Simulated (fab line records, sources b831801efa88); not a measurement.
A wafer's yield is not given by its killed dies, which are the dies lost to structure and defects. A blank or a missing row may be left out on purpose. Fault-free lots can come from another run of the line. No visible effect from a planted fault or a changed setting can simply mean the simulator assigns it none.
Which tool was responsible? | flow sky130 | 33 wafers from 11 lots sampled at 5 of the route's 708 steps

WHAT EACH GAUGE READ, for each wafer
SKY_FIELD_ISO_BOW_MEAS_00.
lot  | measured    | on            | INCOMING_BOW (um)
L552 | day 1 10:02 | film metro-03 | -8 -3 3
L558 | day 2 16:01 | film metro-02 | -3 -1 -7
L561 | day 3 07:00 | film metro-02 | 9 -9 -5
L563 | day 3 17:01 | film metro-03 | 1 4 3
L567 | day 4 13:01 | film metro-01 | 5 -1 6
L568 | day 4 18:00 | film metro-02 | 18 5 4
L569 | day 4 23:00 | film metro-02 | -11 9 2
L570 | day 5 04:01 | film metro-01 | 4 2 -10
L572 | day 5 14:01 | film metro-01 | -3 -7 -9
L573 | day 5 19:00 | film metro-01 | 3 -9 -2
L575 | day 6 05:01 | film metro-03 | -6 8 3

SKY_VT_ADJUST_NCORE_TW_MEAS_11.
lot  | measured     | on            | VT_ADJUST_NCORE_TW
L552 | day 8 09:05  | film metro-02 | 217.4 217.6 216.7
L558 | day 10 01:30 | film metro-02 | 216.6 216.6 218.2
L561 | day 11 10:10 | film metro-01 | 217.1 217.1 217.3
L563 | day 11 21:12 | film metro-03 | 220.8 223.0 221.4
L567 | day 12 22:29 | film metro-02 | 225.6 222.9 223.0
L568 | day 13 02:08 | film metro-02 | 218.4 219.3 219.3
L569 | day 13 10:38 | film metro-01 | 222.6 224.0 223.3
L570 | day 13 14:56 | film metro-01 | 219.6 218.9 218.9
L572 | day 14 12:15 | film metro-01 | 218.2 218.6 217.7
L573 | day 14 20:08 | film metro-03 | 220.3 220.4 219.3
L575 | day 15 06:50 | film metro-02 | 220.0 219.7 219.8

EACH LOT AND THE TOOL THAT RAN IT (in order: tool; ch and the chambers of the sampled wafers; start)
lot  | SKY_FIELD_ISO_ETCH_15             | SKY_NWELL_STRIP_25                   | SKY_VT_ADJUST_NCORE_IMPLANT_09
L552 | rie diel-03 ch 0,2,3, day 2 03:57 | plasma asher-01 ch 0,1, day 5 04:41  | implanter-04 ch 0, day 8 08:52
L558 | rie diel-03 ch 0,2,3, day 3 12:03 | plasma asher-03 ch 0, day 6 15:54    | implanter-04 ch 0, day 10 01:16
L561 | rie diel-02 ch 0,1,2, day 4 04:32 | plasma asher-01 ch 0,1, day 7 18:54  | implanter-02 ch 0, day 11 09:55
L563 | rie diel-01 ch 0,1,2, day 4 13:59 | plasma asher-03 ch 0,1, day 8 04:22  | implanter-02 ch 0, day 11 20:58
L567 | rie diel-02 ch 0,3, day 5 10:56   | plasma asher-01 ch 0,1, day 9 00:54  | implanter-02 ch 0, day 12 22:15
L568 | rie diel-02 ch 1,2,3, day 5 16:32 | plasma asher-02 ch 0,1, day 9 05:33  | implanter-04 ch 0, day 13 01:53
L569 | rie diel-02 ch 1,2, day 5 21:47   | plasma asher-01 ch 0,1, day 9 13:51  | implanter-02 ch 0, day 13 10:23
L570 | rie diel-02 ch 2,3, day 6 03:09   | plasma asher-02 ch 0,1, day 9 18:27  | implanter-03 ch 0, day 13 14:42
L572 | rie diel-03 ch 1,2, day 6 12:30   | plasma asher-03 ch 0,1, day 10 10:21 | implanter-03 ch 0, day 14 12:01
L573 | rie diel-01 ch 1,2,3, day 6 18:18 | plasma asher-02 ch 0,1, day 10 17:22 | implanter-03 ch 0, day 14 19:53
L575 | rie diel-01 ch 0,3, day 7 05:15   | plasma asher-03 ch 0,1, day 11 02:36 | implanter-03 ch 0, day 15 06:36
- SKY_FIELD_ISO_ETCH_15: etches the open film in CHF3/O2, stops on Si, target depth 180 nm, time 72 s.
- SKY_NWELL_STRIP_25: strips in O2/N2.
- SKY_VT_ADJUST_NCORE_IMPLANT_09

AS READ BY THE TOOLS THEMSELVES (means over the sampled wafers that have a number; for cases with no such wafer, the mark the record gives instead)
SKY_FIELD_ISO_ETCH_15.
lot  | tool        | chf3 flow sccm (sccm) | drypump motor current A (A) | oes product au (a.u.) | throttle valve pct (%)
L552 | rie diel-03 | 50.03                 | 6.2                         | 0.952                 | 8.842
L558 | rie diel-03 | 49.86                 | 6.2                         | 0.957                 | 8.851
L561 | rie diel-02 | 49.98                 | 5.9                         | 0.949                 | 8.852
L563 | rie diel-01 | 49.94                 | 5.7                         | 0.937                 | 8.846
L567 | rie diel-02 | 50.05                 | 5.6                         | 0.946                 | 8.853
L568 | rie diel-02 | 49.88                 | 5.9                         | 0.951                 | 8.845
L569 | rie diel-02 | 50.08                 | 6.1                         | 0.946                 | 8.846
L570 | rie diel-02 | 49.95                 | 5.8                         | 0.944                 | 8.836
L572 | rie diel-03 | 49.97                 | 6.0                         | 0.947                 | 8.843
L573 | rie diel-01 | 49.91                 | 5.3                         | 0.952                 | 8.849
L575 | rie diel-01 | 49.92                 | 5.4                         | 0.942                 | 8.841

SKY_NWELL_STRIP_25.
lot  | tool            | drypump motor current A (A) | oes product au (a.u.) | strip time to endpoint s (s)
L552 | plasma asher-01 | 5.5                         | 0.728                 | 37.02
L558 | plasma asher-03 | 6.0                         | 0.722                 | 36.85
L561 | plasma asher-01 | 5.5                         | 0.722                 | 37.07
L563 | plasma asher-03 | 6.0                         | 0.716                 | 36.90
L567 | plasma asher-01 | 5.5                         | 0.718                 | 36.96
L568 | plasma asher-02 | 6.1                         | 0.726                 | 36.78
L569 | plasma asher-01 | 5.5                         | 0.724                 | 36.75
L570 | plasma asher-02 | 5.6                         | 0.723                 | 36.81
L572 | plasma asher-03 | 6.0                         | 0.724                 | 36.82
L573 | plasma asher-02 | 5.6                         | 0.723                 | 36.91
L575 | plasma asher-03 | 6.0                         | 0.723                 | 36.66

SKY_VT_ADJUST_NCORE_IMPLANT_09.
lot  | tool         | beam on s (s) | end station pressure torr (Torr) | faraday current uA
L552 | implanter-04 | 9.99          | 4.90e-06                         | 13.51
L558 | implanter-04 | 10.01         | 4.96e-06                         | 13.52
L561 | implanter-02 | 9.74          | 5.00e-06                         | 13.86
L563 | implanter-02 | 10.01         | 5.14e-06                         | 13.54
L567 | implanter-02 | 10.80         | 6.15e-05                         | 12.07
L568 | implanter-04 | 9.98          | 5.27e-06                         | 13.56
L569 | implanter-02 | 10.70         | 6.24e-05                         | 12.15
L570 | implanter-03 | 9.99          | 5.17e-06                         | 13.52
L572 | implanter-03 | 10.15         | 4.81e-06                         | 13.35
L573 | implanter-03 | 10.23         | 4.90e-06                         | 13.23
L575 | implanter-03 | 10.03         | 4.77e-06                         | 13.48

THE ANSWER, worked out from the rows above alone
Rule: what is usual is taken from the lots themselves. Put in order of their means at a reading, lots are off if they are a third of the lots or fewer, leave a main group of 4 or more, and stand apart from it by a gap of 3 or more times the standard deviation of the main group's means; of several such gaps the widest counts. A main group is skipped when, at the precision printed for the reading in the tables above, its means are all equal. Also off: a lot with no number at a reading for which 4 or more lots have one. Where the step has rows for the other lots, those lots are counted as sound. After the gauges, taken in route order, come the tools' own readings; for these a lot's mean is taken, as printed above. At the first step where some lot is off, the reading lying furthest off is the one used; lots without a number count as furthest.
Off at SKY_VT_ADJUST_NCORE_IMPLANT_09 (end station pressure torr): L567, L569. Mean 4.99e-06 Torr and standard deviation 1.6e-07 in the main group.
If a tool, at that step or one of the process steps before it, ran each lot that is off and ran no sound lot following the first of them, it fits. 2 tools fit, plasma asher-01 at SKY_NWELL_STRIP_25 and implanter-02 at SKY_VT_ADJUST_NCORE_IMPLANT_09, so this cannot tell which one it is.

WHAT THE SIMULATOR HAD INSERTED
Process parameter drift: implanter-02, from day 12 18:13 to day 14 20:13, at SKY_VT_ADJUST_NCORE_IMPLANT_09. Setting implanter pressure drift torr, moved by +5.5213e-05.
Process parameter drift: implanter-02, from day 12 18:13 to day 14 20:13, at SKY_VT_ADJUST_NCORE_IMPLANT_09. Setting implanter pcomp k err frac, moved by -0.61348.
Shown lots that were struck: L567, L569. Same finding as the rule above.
